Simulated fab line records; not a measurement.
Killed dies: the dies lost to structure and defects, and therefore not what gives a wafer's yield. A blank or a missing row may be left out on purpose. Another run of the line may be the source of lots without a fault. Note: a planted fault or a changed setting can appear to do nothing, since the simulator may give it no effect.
Which tool did it? | flow gf180mcu | 36 wafers from 12 lots sampled at 5 of the route's 602 steps

## WHAT THE GAUGES SHOWED, per wafer
GF_POLY_GATE_OVL_MEAS_11.
lot  | measured     | on         | POLY_GATE_OVL (nm)
L663 | day 9 02:34  | overlay-01 | -2 -8 -5
L664 | day 9 10:48  | overlay-02 | -2 10 7
L665 | day 9 15:49  | overlay-02 | 15 6 13
L666 | day 9 21:27  | overlay-02 | 3 9 -1
L667 | day 10 10:24 | overlay-01 | 4 4 5
L668 | day 10 14:19 | overlay-01 | 6 -2 2
L669 | day 10 21:30 | overlay-01 | 7 0 -7
L672 | day 12 00:31 | overlay-02 | 7 2 2
L674 | day 12 12:34 | overlay-02 | 3 1 -5
L677 | day 13 07:55 | overlay-01 | -3 -6 -1
L680 | day 14 04:42 | overlay-02 | -1 -7 -4
L682 | day 14 21:24 | overlay-01 | -3 -10 2

GF_HV_LDD_CD_MEAS_19 targets a cd of 400 nm.
lot  | measured     | on        | cd nm (nm)
L663 | day 10 16:23 | cd sem-01 | 400.6 402.0 399.5
L664 | day 11 00:41 | cd sem-02 | 399.2 400.1 398.8
L665 | day 11 04:43 | cd sem-01 | 397.9 399.6 396.8
L666 | day 11 11:38 | cd sem-01 | 399.0 400.1 399.4
L667 | day 12 01:14 | cd sem-01 | 402.6 403.1 402.6
L668 | day 12 06:29 | cd sem-01 | 396.4 398.5 398.5
L669 | day 12 14:59 | cd sem-02 | 400.3 402.7 403.7
L672 | day 13 17:09 | cd sem-01 | 416.1 414.8 415.6
L674 | day 14 07:34 | cd sem-02 | 414.8 413.0 414.2
L677 | day 15 05:04 | cd sem-01 | 397.1 398.6 395.5
L680 | day 16 01:13 | cd sem-01 | 399.6 400.6 402.8
L682 | day 16 19:38 | cd sem-01 | 401.5 402.4 400.1

GF_V1_BOW_MEAS_05.
lot  | measured     | on            | V1_BOW (um)
L663 | day 17 00:40 | film metro-04 | 80 77 69
L664 | day 17 10:26 | film metro-03 | 80 83 77
L665 | day 17 19:35 | film metro-03 | 86 86 85
L666 | day 18 00:51 | film metro-04 | 90 85 75
L667 | day 18 17:22 | film metro-01 | 86 77 84
L668 | day 18 23:13 | film metro-01 | 77 81 84
L669 | day 19 11:07 | film metro-03 | 77 92 89
L672 | day 20 17:14 | film metro-01 | 87 96 79
L674 | day 21 11:51 | film metro-01 | 80 92 87
L677 | day 22 11:23 | film metro-01 | 86 86 72
L680 | day 23 07:38 | film metro-01 | 81 88 98
L682 | day 24 01:42 | film metro-03 | 83 73 67

GF_V1_THK_MEAS_25: measures by xrf.
lot  | measured     | on            | V1_W_THK (nm)
L663 | day 18 00:48 | film metro-01 | 356 365 357
L664 | day 18 11:32 | film metro-04 | 351 350 344
L665 | day 18 20:46 | film metro-04 | 352 350 346
L666 | day 19 01:14 | film metro-03 | 345 339 335
L667 | day 19 18:32 | film metro-03 | 341 340 337
L668 | day 20 00:46 | film metro-01 | 359 360 358
L669 | day 20 12:44 | film metro-01 | 350 352 357
L672 | day 21 18:53 | film metro-01 | 360 356 361
L674 | day 22 12:03 | film metro-04 | 345 356 348
L677 | day 23 12:01 | film metro-04 | 349 349 346
L680 | day 24 06:29 | film metro-01 | 344 349 342
L682 | day 25 00:38 | film metro-01 | 359 356 362

## WHICH TOOL RAN EACH LOT (tool, then ch and the chambers of the sampled wafers, then the start)
lot  | GF_HV_LDD_EXPOSE_16
L663 | iline stepper-02 ch 0, day 10 07:07
L664 | iline stepper-01 ch 0, day 10 16:04
L665 | iline stepper-02 ch 0, day 10 20:10
L666 | iline stepper-02 ch 0, day 11 02:20
L667 | iline stepper-02 ch 0, day 11 15:59
L668 | iline stepper-01 ch 0, day 11 20:49
L669 | iline stepper-02 ch 0, day 12 05:22
L672 | iline stepper-01 ch 0, day 13 07:31
L674 | iline stepper-01 ch 0, day 13 21:27
L677 | iline stepper-02 ch 0, day 14 19:01
L680 | iline stepper-02 ch 0, day 15 14:34
L682 | iline stepper-02 ch 0, day 16 08:37
- GF_HV_LDD_EXPOSE_16: exposes mask Pplus LV AREA, target cd 400 nm.

## WHAT THE TOOLS THEMSELVES READ (means of the sampled wafers that have a number; where no wafer has one, the mark that the record gives instead)
GF_HV_LDD_EXPOSE_16.
lot  | tool             | exposure dose mJ cm2 | focus offset nm (nm)
L663 | iline stepper-02 | 139.86               | 0.3
L664 | iline stepper-01 | 140.14               | -0.2
L665 | iline stepper-02 | 140.05               | -0.2
L666 | iline stepper-02 | 139.78               | -0.1
L667 | iline stepper-02 | 140.16               | -0.5
L668 | iline stepper-01 | 140.12               | -0.4
L669 | iline stepper-02 | 140.11               | 0.1
L672 | iline stepper-01 | 149.04               | -0.2
L674 | iline stepper-01 | 149.16               | 0.6
L677 | iline stepper-02 | 140.17               | 0.4
L680 | iline stepper-02 | 139.89               | 0.6
L682 | iline stepper-02 | 140.02               | -0.7

## THE ANSWER, worked out from the rows above alone
Rule: the usual values come from the lots themselves. Put in order of their means at a reading, lots are off if they are a third of the lots or fewer, leave a main group of 4 or more, and stand apart from it by a gap of 3 or more times the standard deviation of the main group's means; of several such gaps the widest counts. If all means in a main group match to the digits the tables above print for the reading, that group is not used. A lot without any number at a reading at which 4 lots or more have one is off too. Any other lot the step has rows for is counted as sound. Order of review: gauges by route order, followed by the tools' own readings, for which a lot's mean as printed above is used. At the first step where some lot is off, the reading lying furthest off is the one used; lots without a number count as furthest.
Off: L672, L674, at GF_HV_LDD_CD_MEAS_19 (cd nm). The main group: mean 400.0 nm, standard deviation 1.8.
A tool fits if, at a process step before that reading, it ran every lot that is off, and no sound lot after the first of them. Not tried: the gauges at GF_HV_LDD_CD_MEAS_19; whatever is off there is also off at GF_HV_LDD_EXPOSE_16, on other tools, and gauge error can't account for it. One fits: GF_HV_LDD_EXPOSE_16 on iline stepper-01. Its last sound lot is L668 (day 11 20:49), its first lot that is off L672 (day 13 07:31): a fault that began between those two fits.
The tool's own readings at GF_HV_LDD_EXPOSE_16 bear it out: on the lots that are off they differ by more than 5 times the standard deviation of the sound lots' means. exposure dose mJ cm2 reads 149.10 there against 140.03 on the sound lots.

## WHAT THE SIMULATOR HAD INSERTED
Drift in process parameters on iline stepper-01 at GF_HV_LDD_EXPOSE_16, starting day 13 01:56. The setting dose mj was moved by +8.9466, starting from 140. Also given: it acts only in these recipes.
Lots struck among those shown: L672, L674. The rule above found the same.
